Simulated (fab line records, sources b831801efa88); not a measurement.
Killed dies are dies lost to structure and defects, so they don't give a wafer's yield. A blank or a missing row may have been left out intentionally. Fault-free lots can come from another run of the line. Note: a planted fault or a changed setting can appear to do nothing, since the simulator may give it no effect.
What tool caused it?    flow sky130    30 wafers from 10 lots sampled at 2 of the route's 708 steps

## WHAT THE GAUGES SHOWED, per wafer
SKY_POLY_GATE_THK_MEAS_01.
lot   measured      on            POLY_GATE_CVD_00_THK (nm)
L188  day 14 16:14  filmMetro-04  181.0 180.0 180.7
L195  day 16 22:01  filmMetro-03  181.1 181.3 180.3
L196  day 17 16:47  filmMetro-01  178.6 179.1 180.3
L197  day 17 16:47  filmMetro-03  179.9 180.6 181.3
L198  day 18 03:07  filmMetro-01  170.2 164.1 151.5
L199  day 18 10:59  filmMetro-01  142.6 164.1 168.8
L206  day 21 06:46  filmMetro-03  181.8 181.4 180.4
L207  day 21 08:17  filmMetro-01  183.4 181.7 180.2
L208  day 21 18:42  filmMetro-01  181.6 182.2 181.3
L209  day 21 23:18  filmMetro-04  181.6 182.4 180.7

## EACH LOT AND THE TOOL THAT RAN IT (in order: tool; ch and the chambers of the sampled wafers; start)
lot   SKY_POLY_GATE_CVD_00
L188  lpcvd-01 ch 0, day 14 15:02
L195  lpcvd-01 ch 0, day 16 20:49
L196  lpcvd-01 ch 1, day 17 15:35
L197  lpcvd-01 ch 1, day 17 15:35
L198  lpcvd-01 ch 0, day 18 01:55
L199  lpcvd-01 ch 1, day 18 09:11
L206  lpcvd-01 ch 1, day 21 05:32
L207  lpcvd-01 ch 0, day 21 07:04
L208  lpcvd-01 ch 0, day 21 17:29
L209  lpcvd-01 ch 1, day 21 22:06
- SKY_POLY_GATE_CVD_00: deposits poly-Si, target thk 180 nm, time 720 s.

## THE ANSWER, worked out from the rows above alone
Rule: usual is defined by the lots themselves. The widest of any qualifying gaps counts: lots, ordered by their means at a reading, are off when they make up no more than a third of the lots, leave a main group of 4 or more, and stand apart from it by 3 or more times the standard deviation of that group's means. If all means in a main group match to the digits the tables above print for the reading, that group is not used. Also off: a lot with no number at a reading for which 4 or more lots have one. All remaining lots with rows at the step are treated as sound.
Off: at SKY_POLY_GATE_THK_MEAS_01 (POLY_GATE_CVD_00_THK), L198, L199. Main group: mean 181.0 nm, sd 0.75.
If a tool, at a process step before that reading, ran all the lots that are off and no sound lot after the first of them, it fits. The gauges at SKY_POLY_GATE_THK_MEAS_01 are tried like those tools. No candidate that was tried fits.

## WHAT THE SIMULATOR HAD INSERTED
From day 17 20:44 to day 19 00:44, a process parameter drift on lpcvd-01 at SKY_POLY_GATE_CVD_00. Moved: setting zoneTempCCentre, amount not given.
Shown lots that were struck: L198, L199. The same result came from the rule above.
